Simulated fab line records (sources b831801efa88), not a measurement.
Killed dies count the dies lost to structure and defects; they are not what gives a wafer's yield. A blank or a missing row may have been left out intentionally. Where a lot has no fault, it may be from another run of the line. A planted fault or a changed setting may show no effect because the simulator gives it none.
Which of the tools did it? ; flow gf180mcu ; 12 lots (36 wafers sampled), 1 step of a 602-step route

## WHAT EACH GAUGE READ, for each wafer
GF_HV_LDD_CD_MEAS_31: the cd target is 400 nm.
lot;measured;on;cd-nm (nm)
L075;day 12 00:51;cd-sem-02;400.9 400.9 402.4
L077;day 12 15:37;cd-sem-01;400.7 401.3 401.9
L079;day 13 00:24;cd-sem-01;395.5 397.0 397.6
L081;day 13 21:42;cd-sem-01;402.8 404.0 403.4
L083;day 14 08:47;cd-sem-02;398.9 399.1 401.3
L085;day 15 02:44;cd-sem-02;402.7 402.3 401.0
L087;day 15 18:12;cd-sem-02;402.8 403.0 401.6
L089;day 16 12:28;cd-sem-01;400.1 398.6 400.4
L092;day 17 19:17;cd-sem-01;400.0 399.0 398.9
L093;day 18 06:31;cd-sem-01;399.4 398.1 398.1
L095;day 18 17:33;cd-sem-01;399.4 398.5 398.7
L096;day 19 07:43;cd-sem-01;399.2 399.8 399.9

## WHAT TOOL EACH LOT RAN ON (gives the tool, then ch and the chambers of the sampled wafers, and finally the start)
The record shows no process step preceding these readings.

## THE ANSWER, worked out from the rows above alone
Rule: the usual values come from the lots themselves. The widest of any qualifying gaps counts: lots, ordered by their means at a reading, are off when they make up no more than a third of the lots, leave a main group of 4 or more, and stand apart from it by 3 or more times the standard deviation of that group's means. The tables above print the reading to a certain number of digits; a main group whose means all agree to those digits is not used. A lot without any number at a reading at which 4 lots or more have one is off too. Any other lot the step has rows for is counted as sound.
Nothing can be told from this: no lot is off at any reading shown.

## WHAT THE SIMULATOR PUT IN
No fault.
